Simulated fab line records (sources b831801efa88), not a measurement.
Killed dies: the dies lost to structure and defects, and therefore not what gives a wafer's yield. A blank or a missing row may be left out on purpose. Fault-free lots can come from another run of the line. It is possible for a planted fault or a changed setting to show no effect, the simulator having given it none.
fab line records	flow sky130
record lots=6	wafers=18	last_day=50
route steps=708 shown METAL2@495 VIA2@507 PAD_OPEN@708
lots that met no fault: from a run of the same line without faults
start_h: hours from the record's opening day to when the first of the lot's shown wafers began	wait_h: how many hours have passed since the lot's step before this one	" unchanged from the row above	L1.1+2: a single row standing in for several wafers	- value missing, or start not given	* or withheld: withheld	< > ~ a bound
route shown NAME@n: a module of which the file shows steps, and the number in the route of the first	usual: mean/standard deviation of fault-free wafers	same: alike in all rows	chamber/n: place in a boat	sites: per-site readings	_std_site: the values' standard deviation	_edge_site: inner sites' mean taken away from outer sites' mean	radius_mm: how far each site lies from the wafer's centre	mask NAME#n: copy n	behind: the last tool/chamber to shape the wafer	hold: why the lot was held/for how many hours/how that ended	device: the n, p or np transistor that did not switch	end of line: the tests these same wafers got at the end of their route	step lacking rows: just its recipe	killed: count of dies lost to structure and defects at first sort (not the wafer's yield)	map: shows each die of a wafer: x if killed, . if not, _ if none is there
set.NAME: the setting the step ran with; set.NAME@STEP: the setting that earlier step ran with	model.NAME: the simulator's own value behind a step, which no gauge read
lots at some steps of the route; a table a step, a row a wafer
services: from which hour (start_h, from the record's first day; less than 0 if before it) a tool's chamber was out of use, for how many hours, and why
## steps
# step SKY_METAL2_EXPOSE_12
# recipe mask_id=MM2	na=0.8	source_shape=annular	sigma_inner=0.55	sigma_outer=0.85	target_cd_nm=140	dose_mj=28
# step SKY_METAL2_PEB_13
# recipe peb_temp_c=withheld	peb_time_s=withheld	resist=KrF-thick
# step SKY_METAL2_DEVELOP_14
# recipe develop_time_s=60	resist=KrF-thick	dev_temp_c=21
# step SKY_METAL2_CD_MEAS_15
# recipe target_cd_nm=140
# usual cd_nm=139.7/1.8
lot.wafer	tool	chamber	start_h	wait_h	cd_nm
L455.1	cd_sem-01	-	812.82	-	141.9
L455.2	"	-	"	"	140.2
L455.4	"	-	"	"	142.0
L465.3	cd_sem-01	-	896.34	-	137.2
L465.5	"	-	"	"	139.0
L465.6	"	-	"	"	139.8
L466.2	cd_sem-02	-	897.47	-	138.6
L466.3	"	-	"	"	140.3
L466.6	"	-	"	"	139.8
L475.1	cd_sem-02	-	993.60	-	138.0
L475.2	"	-	"	"	138.6
L475.5	"	-	"	"	138.3
L474.1	cd_sem-01	-	997.09	-	141.6
L474.3	"	-	"	"	142.4
L474.4	"	-	"	"	141.6
L477.1	cd_sem-02	-	1001.34	-	139.3
L477.5	"	-	"	"	139.3
L477.6	"	-	"	"	141.4
# step SKY_METAL2_OVL_MEAS_16
# usual METAL2_OVL=-4/5.9
lot.wafer	tool	chamber	start_h	wait_h	METAL2_OVL[nm]
L455.1	overlay-02	-	812.94	0.1	0
L455.2	"	-	"	"	10
L455.4	"	-	"	"	1
L465.3	overlay-01	-	896.44	0.1	-6
L465.5	"	-	"	"	-15
L465.6	"	-	"	"	-14
L466.2	overlay-02	-	897.58	0.1	7
L466.3	"	-	"	"	-10
L466.6	"	-	"	"	8
L475.1	overlay-01	-	993.72	0.1	-17
L475.2	"	-	"	"	-6
L475.5	"	-	"	"	-4
L474.1	overlay-01	-	997.21	0.1	-4
L474.3	"	-	"	"	-3
L474.4	"	-	"	"	-6
L477.1	overlay-02	-	1001.47	0.1	-6
L477.5	"	-	"	"	-3
L477.6	"	-	"	"	-8
# step SKY_METAL2_DESCUM_17
# recipe chemistry=O2	source_power_w=150	bias_power_w=0	pressure_mtorr=10	temp_c=40	time_s=8
# usual drypump_motor_current_A=6.0/0.49	oes_product_au=1.003/0.011
lot.wafer	tool	chamber	start_h	wait_h	drypump_motor_current_A	oes_product_au	rf_hours_counter_h
L455.1	rie_metal-02	1	812.98	0.0	6.5	1.022	15
L455.2	"	1	"	"	6.5	1.012	-
L455.4	"	1	"	"	6.5	1.016	-
L465.3	rie_metal-03	0	896.47	0.0	6.3	0.996	-
L465.5	"	1	"	"	5.8	1.011	-
L465.6	"	0	"	"	6.3	1.001	-
L466.2	rie_metal-03	0	897.61	0.0	6.3	0.994	13
L466.3	"	1	"	"	5.8	1.013	-
L466.6	"	1	"	"	5.8	1.023	-
L475.1	rie_metal-01	1	993.76	0.0	5.0	0.989	8
L475.2	"	0	"	"	5.7	1.001	9
L475.5	"	0	"	"	5.8	1.004	-
L474.1	rie_metal-03	0	997.24	0.0	6.3	0.992	18
L474.3	"	0	"	"	6.3	0.995	-
L474.4	"	1	"	"	5.8	1.016	-
L477.1	rie_metal-03	0	1001.51	0.0	6.3	1.000	18
L477.5	"	0	"	"	6.3	1.002	-
L477.6	"	1	"	"	5.8	1.007	-
# step SKY_METAL2_ETCH_18
# recipe chemistry=N2/H2	target=BARC	ion_energy_ev=200	bias_w=100	pressure_mtorr=30	n2_flow_sccm=100	h2_flow_sccm=200	icp_w=500	stop_on=SiO2	time_s=45.9	target_depth_a=600
# usual drypump_motor_current_A=6.0/0.5	oes_product_au=0.855/0.0045	throttle_valve_pct=13.226/0.0087
lot.wafer	tool	chamber	start_h	wait_h	drypump_motor_current_A	oes_product_au	rf_hours_counter_h	throttle_valve_pct
L455.1	rie_metal-02	1	813.04	0.1	6.5	0.859	15	13.233
L455.2	"	1	"	"	6.6	0.858	-	13.220
L455.4	"	1	"	"	6.6	0.867	-	13.241
L465.3	rie_metal-03	0	896.51	0.0	6.3	0.853	-	13.223
L465.5	"	1	"	"	5.8	0.857	-	13.207
L465.6	"	0	"	"	6.3	0.849	-	13.217
L466.2	rie_metal-03	0	897.64	0.0	6.3	0.869	13	13.213
L466.3	"	1	"	"	5.8	0.857	-	13.223
L466.6	"	1	"	"	5.8	0.856	-	13.231
L475.1	rie_metal-01	1	993.79	0.0	5.0	0.846	8	13.213
L475.2	"	0	"	"	5.8	0.854	9	13.232
L475.5	"	0	"	"	5.7	0.855	-	13.219
L474.1	rie_metal-03	0	997.27	0.0	6.3	0.861	18	13.233
L474.3	"	0	"	"	6.3	0.856	-	13.234
L474.4	"	1	"	"	5.8	0.854	-	13.219
L477.1	rie_metal-03	0	1001.54	0.0	6.3	0.852	18	13.224
L477.5	"	0	"	"	6.3	0.858	-	13.218
L477.6	"	1	"	"	5.8	0.854	-	13.233
# step SKY_METAL2_METAL_ETCH_19
# recipe target_depth_a=3600	stop_on=SiO2	over_etch_frac=0.3	time_s=78	chemistry=Cl2/BCl3	resist_sidewall_deg=88	pressure_mtorr=10	icp_w=900	bias_w=48.5	Cl2_flow_sccm=60	bcl3_flow_sccm=30
# usual drypump_motor_current_A=6.0/0.5	oes_product_au=0.855/0.0064	throttle_valve_pct=22.264/0.01
lot.wafer	tool	chamber	start_h	wait_h	drypump_motor_current_A	oes_product_au	rf_hours_counter_h	throttle_valve_pct
L455.1	rie_metal-02	1	813.17	0.1	6.6	0.859	15	22.265
L455.2	"	1	"	"	6.5	0.860	-	22.263
L455.4	"	1	"	"	6.6	0.853	-	22.258
L465.3	rie_metal-03	0	896.58	0.1	6.3	0.858	-	22.246
L465.5	"	1	"	"	5.8	0.862	-	22.272
L465.6	"	0	"	"	6.3	0.862	-	22.271
L466.2	rie_metal-03	0	897.70	0.0	6.3	0.865	13	22.278
L466.3	"	1	"	"	5.8	0.849	-	22.261
L466.6	"	1	"	"	5.8	0.858	-	22.265
L475.1	rie_metal-01	1	993.86	0.0	5.0	0.851	8	22.262
L475.2	"	0	"	"	5.7	0.864	9	22.269
L475.5	"	0	"	"	5.7	0.866	-	22.253
L474.1	rie_metal-03	0	997.34	0.0	6.3	0.849	18	22.288
L474.3	"	0	"	"	6.3	0.856	-	22.267
L474.4	"	1	"	"	5.8	0.870	-	22.256
L477.1	rie_metal-03	0	1001.60	0.0	6.3	0.859	18	22.259
L477.5	"	0	"	"	6.3	0.859	-	22.266
L477.6	"	1	"	"	5.8	0.864	-	22.272
# step SKY_METAL2_STRIP_20
# recipe chemistry=O2/N2	power_w=1400	pressure_mtorr=1500	platen_temp_c=withheld	o2_flow_sccm=3000	n2_flow_sccm=300	overash_fraction=0.5
# usual drypump_motor_current_A=6.0/0.5	oes_product_au=0.342/0.005	strip_time_to_endpoint_s=2.68/0.053
lot.wafer	tool	chamber	start_h	wait_h	drypump_motor_current_A	oes_product_au	rf_hours_counter_h	strip_time_to_endpoint_s
L455.1	plasma_asher-01	0	813.35	0.1	5.8	0.341	7	2.62
L455.2	"	1	"	"	6.5	0.342	7	2.63
L455.4	"	1	"	"	6.4	0.340	-	2.64
L465.3	plasma_asher-04	0	896.68	0.1	6.5	0.345	-	2.75
L465.5	"	1	"	"	5.3	0.346	-	2.63
L465.6	"	0	"	"	6.5	0.345	-	2.77
L466.2	plasma_asher-01	0	897.79	0.1	5.8	0.350	16	2.71
L466.3	"	0	"	"	5.8	0.335	-	2.57
L466.6	"	1	"	"	6.5	0.323	-	2.57
L475.1	plasma_asher-01	1	993.95	0.1	6.5	0.339	27	2.75
L475.2	"	0	"	"	5.8	0.345	27	2.69
L475.5	"	0	"	"	5.8	0.344	-	2.72
L474.1	plasma_asher-04	1	997.43	0.1	5.3	0.335	86	2.67
L474.3	"	1	"	"	5.3	0.340	-	2.68
L474.4	"	0	"	"	6.4	0.341	-	2.63
L477.1	plasma_asher-01	0	1001.69	0.1	5.8	0.346	28	2.72
L477.5	"	0	"	"	5.8	0.336	-	2.66
L477.6	"	1	"	"	6.5	0.335	-	2.63
# step SKY_METAL2_STRIP_21
# recipe chemistry=post_etch_residue_remover	time_s=1200	temp_c=72.5
# step SKY_METAL2_CLEAN_22
# recipe chemistry=IPA	time_s=180	temp_c=25
# step SKY_METAL2_CLEAN_23
# recipe chemistry=O3/DIW	dry=n2_spin
# step SKY_VIA2_HDPCVD_00
# recipe material=SiO2	target_thk_nm=1180	sigma_open_frac=0.3	time_s=196.7	temp_c=400	sih4_flow_sccm=60	pressure_mtorr=6
lot.wafer	tool	chamber	start_h	wait_h	model.SiO2_of_VIA2_HDPCVD_00.thk_nm
L455.1	hdpcvd-01	2	813.97	0.0	1190
L455.2	"	0	"	"	1177
L455.4	"	0	"	"	1169
L465.3	hdpcvd-01	0	897.24	0.0	1184
L465.5	"	1	"	"	1871
L465.6	"	0	"	"	1860
L466.2	hdpcvd-01	0	898.39	0.0	1847
L466.3	"	1	"	"	1206
L466.6	"	0	"	"	1845
L475.1	hdpcvd-02	2	994.55	0.0	1185
L475.2+5	"	1	"	"	1159
L474.1	hdpcvd-02	1	998.02	0.0	1167
L474.3	"	2	"	"	1176
L474.4	"	2	"	"	1162
L477.1	hdpcvd-01	1	1002.28	0.0	1168
L477.5	"	1	"	"	1184
L477.6	"	2	"	"	1169
# step SKY_VIA2_THK_MEAS_01
# recipe reads=SiO2_of_VIA2_HDPCVD_00
# usual VIA2_HDPCVD_THK=1185/16
lot.wafer	tool	chamber	start_h	wait_h	VIA2_HDPCVD_THK[nm]
L455.1	film_metro-01	-	814.10	0.1	1191
L455.2	"	-	"	"	1177
L455.4	"	-	"	"	1168
L465.3	film_metro-01	-	897.38	0.1	1185
L465.5	"	-	"	"	1870
L465.6	"	-	"	"	1859
L466.2	film_metro-04	-	898.52	0.1	1847
L466.3	"	-	"	"	1206
L466.6	"	-	"	"	1845
L475.1	film_metro-04	-	994.67	0.1	1185
L475.2	"	-	"	"	1157
L475.5	"	-	"	"	1158
L474.1	film_metro-04	-	998.15	0.1	1168
L474.3	"	-	"	"	1174
L474.4	"	-	"	"	1163
L477.1	film_metro-01	-	1002.41	0.1	1168
L477.5	"	-	"	"	1184
L477.6	"	-	"	"	1170
# step SKY_VIA2_CMP_02
# recipe material=SiO2	down_force_psi=4	platen_rpm=60	pad_velocity_m_s=0.94248
# usual motor_current_A=12.2/0.78
lot.wafer	tool	chamber	start_h	wait_h	motor_current_A
L455.2	cmp-01	3	814.16	0.0	11.8
L455.4	"	0	"	"	11.8
L455.1	"	2	"	"	12.0
L465.3	cmp-01	1	897.57	0.2	12.4
L465.6	"	2	"	"	11.5
L465.5	"	3	"	"	12.0
L466.2	cmp-01	3	898.57	0.0	11.5
L466.3	"	2	"	"	12.6
L466.6	"	0	"	"	12.6
L475.2	cmp-02	0	994.73	0.0	12.6
L475.1	"	2	"	"	11.6
L475.5	"	0	"	"	12.0
L474.4	cmp-01	1	998.21	0.0	12.7
L474.3	"	3	"	"	11.9
L474.1	"	0	"	"	12.1
L477.1	cmp-01	2	1002.57	0.1	11.8
L477.5	"	0	"	"	12.1
L477.6	"	1	"	"	12.3
# step SKY_PAD_OPEN_PROBE_99
# usual defect_limited_yield=82.3/2	killed_at_M0_to_M3=43/6.8	killed_at_M4_up=3.2/1.9	killed_at_contacts=24/5	killed_at_front_end=16/4.9	killed_at_other=0.4/0.76	killed_dies=87/10	killed_open=47/7.3	killed_short=39/6.2	sort_bin_3_pad_short=0.9/0.4	sort_bin_5_function=10.5/1.5	sort_bin_6_memory=6.4/1.2	sort_n_pass=405/10	sort_yield_pct=82.3/2
# same gross_dies=492	killed_at_back_side=0	sort_bin_4_leakage[%]=0	sort_bin_8_speed[%]=0
lot.wafer	tool	chamber	start_h	wait_h	defect_limited_yield[%]	killed_at_M0_to_M3	killed_at_M4_up	killed_at_contacts	killed_at_front_end	killed_at_other	killed_dies	killed_open	killed_short	sort_bin_3_pad_short[%]	sort_bin_5_function[%]	sort_bin_6_memory[%]	sort_n_pass	sort_yield_pct[%]
L455.1	prober-02	-	1067.98	0.1	82.1	46	3	20	19	0	88	45	43	0.6	11.4	5.9	404	82.1
L455.2	prober-02	-	1068.03	0.1	79.5	40	6	30	24	1	101	51	49	0.6	12.8	7.1	391	79.5
L455.4	prober-02	-	1068.13	0.2	85.6	37	6	19	9	0	71	36	35	0.6	8.3	5.5	421	85.6
L465.3	prober-02	-	1134.43	0.2	81.7	53	2	19	16	0	90	42	48	0.6	11.8	5.9	402	81.7
L465.5	prober-02	-	1134.53	0.2	79.9	51	1	20	27	0	99	55	44	1.2	12.6	6.3	393	79.9
L465.6	prober-02	-	1134.58	0.2	78.3	56	2	31	18	0	107	52	55	0.8	12.4	8.5	385	78.3
L466.2	prober-01	-	1135.64	0.1	80.3	49	3	27	16	2	97	53	44	1.6	12.4	5.7	395	80.3
L466.3	prober-01	-	1135.69	0.2	82.1	44	5	20	19	0	88	49	39	0.8	11.2	5.9	404	82.1
L466.6	prober-01	-	1135.84	0.2	81.5	44	5	22	19	1	91	54	37	1.0	11.4	6.1	401	81.5
L475.1	prober-01	-	1200.96	0.1	78.5	59	5	26	16	0	106	57	49	1.2	14.4	5.9	386	78.5
L475.2	prober-01	-	1201.01	0.1	86.4	41	3	12	11	0	67	37	30	0.4	9.1	4.1	425	86.4
L475.5	prober-01	-	1201.16	0.2	82.3	45	4	15	23	0	87	45	42	0.6	9.8	7.3	405	82.3
L474.1	prober-02	-	1204.56	0.1	83.1	45	3	23	12	0	83	49	34	1.2	8.5	7.1	409	83.1
L474.3	prober-02	-	1204.66	0.2	81.1	47	1	19	25	1	93	54	39	0.2	11.4	7.3	399	81.1
L474.4	prober-02	-	1204.71	0.2	83.1	50	4	20	8	1	83	50	33	0.4	9.8	6.7	409	83.1
L477.1	prober-01	-	1208.75	0.1	85.0	34	3	23	14	0	74	41	33	1.0	8.5	5.5	418	85.0
L477.5	prober-01	-	1208.95	0.2	81.3	49	7	24	12	0	92	56	35	1.2	12.6	4.9	400	81.3
L477.6	prober-01	-	1209.00	0.2	84.1	41	8	14	14	1	78	36	42	1.4	7.3	7.1	414	84.1
# killed by level:class
L455.1 VIA1:geometric_particle:open=14 METAL3:geometric_particle:short=6 CONTACT:geometric_particle:open=5 LI_CONTACT:geometric_particle:open=5 METAL1:geometric_particle:short=5 VIA3:geometric_particle:open=5 FIELD_ISO:geometric_particle:short=4 POLY_GATE:geometric_particle:short=4
L455.2 CONTACT:geometric_particle:open=13 VIA1:geometric_particle:open=10 FIELD_ISO:geometric_particle:short=7 POLY_GATE:geometric_particle:short=6 LI_CONTACT:geometric_particle:open=6 METAL1:geometric_particle:short=5 VIA1:geometric_particle:short=5 FIELD_ISO:geometric_particle:open=4
L455.4 VIA1:geometric_particle:open=11 CONTACT:geometric_particle:open=7 CONTACT:geometric_particle:short=6 VIA1:geometric_particle:short=6 VIA2:geometric_particle:open=5 METAL4:geometric_particle:short=5 POLY_GATE:geometric_particle:open=4 METAL1:geometric_particle:short=4
L465.3 METAL1:geometric_particle:short=10 VIA2:geometric_particle:open=8 VIA1:geometric_particle:open=8 POLY_GATE:geometric_particle:open=6 LI_CONTACT:geometric_particle:open=6 VIA1:geometric_particle:short=6 METAL2:geometric_particle:short=6 POLY_GATE:geometric_particle:short=4
L465.5 METAL1:geometric_particle:short=10 POLY_GATE:geometric_particle:open=9 VIA1:geometric_particle:short=9 VIA1:geometric_particle:open=9 VIA3:geometric_particle:open=9 FIELD_ISO:geometric_particle:open=7 LI_CONTACT:geometric_particle:open=7 CONTACT:geometric_particle:open=7
L465.6 METAL1:geometric_particle:short=12 VIA3:geometric_particle:short=8 LI_CONTACT:geometric_particle:open=8 CONTACT:geometric_particle:open=8 VIA1:geometric_particle:open=8 VIA3:geometric_particle:open=8 VIA2:geometric_particle:open=6 POLY_GATE:geometric_particle:open=5
L466.2 VIA2:geometric_particle:open=10 CONTACT:geometric_particle:open=9 VIA1:geometric_particle:open=9 METAL2:geometric_particle:short=8 LI_CONTACT:geometric_particle:open=6 CONTACT:geometric_particle:short=6 VIA1:geometric_particle:short=6 FIELD_ISO:geometric_particle:open=5
L466.3 VIA1:geometric_particle:open=10 VIA3:geometric_particle:open=8 FIELD_ISO:geometric_particle:open=7 CONTACT:geometric_particle:open=6 METAL4:geometric_particle:short=5 LI_CONTACT:geometric_particle:open=5 LOCAL_INTERCONNECT:geometric_particle:short=5 METAL2:geometric_particle:short=5
L466.6 CONTACT:geometric_particle:open=10 VIA1:geometric_particle:open=10 FIELD_ISO:geometric_particle:open=7 VIA3:geometric_particle:open=7 LI_CONTACT:geometric_particle:open=6 VIA2:geometric_particle:open=6 VIA2:geometric_particle:short=5 METAL4:geometric_particle:short=5
L475.1 VIA1:geometric_particle:open=15 VIA3:geometric_particle:open=10 LI_CONTACT:geometric_particle:open=9 CONTACT:geometric_particle:short=9 VIA3:geometric_particle:short=8 METAL2:geometric_particle:short=7 VIA2:geometric_particle:open=6 POLY_GATE:geometric_particle:short=5
L475.2 VIA1:geometric_particle:open=13 METAL1:geometric_particle:short=11 VIA2:geometric_particle:open=6 FIELD_ISO:geometric_particle:open=4 LI_CONTACT:geometric_particle:open=4 METAL3:geometric_particle:short=4 CONTACT:geometric_particle:open=3 VIA3:geometric_particle:short=3
L475.5 VIA1:geometric_particle:open=7 POLY_GATE:geometric_particle:short=5 CONTACT:geometric_particle:open=5 LI_CONTACT:geometric_particle:open=5 VIA2:geometric_particle:open=5 METAL1:geometric_particle:short=5 VIA1:geometric_particle:short=5 VIA3:geometric_particle:open=5
L474.1 VIA1:geometric_particle:open=16 LI_CONTACT:geometric_particle:open=8 METAL1:geometric_particle:short=8 CONTACT:geometric_particle:open=6 VIA3:geometric_particle:open=5 FIELD_ISO:geometric_particle:short=4 LI_CONTACT:geometric_particle:short=4 VIA2:geometric_particle:open=3
L474.3 VIA3:geometric_particle:open=10 VIA1:geometric_particle:open=9 FIELD_ISO:geometric_particle:open=7 POLY_GATE:geometric_particle:short=7 CONTACT:geometric_particle:short=6 CONTACT:geometric_particle:open=6 VIA2:geometric_particle:open=6 POLY_GATE:geometric_particle:open=5
L474.4 VIA1:geometric_particle:open=14 VIA3:geometric_particle:open=9 CONTACT:geometric_particle:open=8 VIA2:geometric_particle:open=7 METAL1:geometric_particle:short=6 LI_CONTACT:geometric_particle:open=5 VIA2:geometric_particle:short=5 CONTACT:geometric_particle:short=4
L477.1 CONTACT:geometric_particle:open=10 VIA3:geometric_particle:open=8 VIA1:geometric_particle:open=7 LI_CONTACT:geometric_particle:open=6 VIA1:geometric_particle:short=6 VIA3:geometric_particle:short=5 FIELD_ISO:geometric_particle:open=4 FIELD_ISO:geometric_particle:short=4
L477.5 VIA1:geometric_particle:open=15 LI_CONTACT:geometric_particle:open=11 VIA3:geometric_particle:open=11 CONTACT:geometric_particle:open=6 METAL2:geometric_particle:short=6 CONTACT:geometric_particle:short=5 VIA2:geometric_particle:short=5 FIELD_ISO:geometric_particle:open=4
L477.6 VIA1:geometric_particle:open=9 METAL2:geometric_particle:short=8 METAL4:geometric_particle:short=7 LI_CONTACT:geometric_particle:open=5 LOCAL_INTERCONNECT:geometric_particle:short=4 CONTACT:geometric_particle:open=4 METAL1:geometric_particle:short=4 VIA2:geometric_particle:open=4
## services
tool	chamber	start_h	hours	kind
cmp-02	-	796.71	0.7	repair
rie_metal-02	0	799.34	-	clean
cmp-02	-	817.08	1.4	repair
rie_metal-03	-	820.65	0.4	repair
plasma_asher-04	-	822.83	26.3	repair
plasma_asher-04	-	830.65	1.9	repair
cmp-02	-	832.31	1.0	repair
hdpcvd-01	-	844.08	0.6	repair
hdpcvd-02	0	847.36	3.5	repair
plasma_asher-04	-	849.17	2.8	pm
cmp-01	-	877.82	12.5	repair
rie_metal-03	0	888.68	1.4	repair
cmp-01	-	890.29	3.9	pm
cmp-01	-	912.16	4.0	pm
cmp-02	-	913.78	4.6	repair
cmp-01	-	916.16	-	consumable_replace:conditioner
cmp-01	-	916.16	-	consumable_replace:pad
rie_metal-02	0	934.78	5.6	repair
rie_metal-02	1	946.32	1.4	repair
hdpcvd-02	-	950.25	15.0	pm
hdpcvd-02	-	965.25	2.8	pm
cmp-01	-	978.68	4.7	repair
hdpcvd-02	-	980.85	0.6	repair
hdpcvd-02	-	986.97	1.6	repair
## key
first_sign step=SKY_VIA2_THK_MEAS_01	reading=VIA2_HDPCVD_THK	direction=up	sigmas=43	usual=1185	struck=1855
effect none on later readings
model_effect step=SKY_VIA2_HDPCVD_00	value=SiO2_of_VIA2_HDPCVD_00.thk_nm	without=1189	struck=1856
met_at SKY_VIA2_HDPCVD_00
struck_wafers L465.5,L465.6,L466.2,L466.6
onset_between 813.97 897.24
fault kind=process_parameter_drift	tool=hdpcvd-01	chamber=-	onset_h=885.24	steps=SKY_VIA2_HDPCVD_00	channel=target_thk_nm	offset=666.93	shape=step	end_h=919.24	scope=struck_wafers_only	acts_in=these_recipes_only	stated=1180
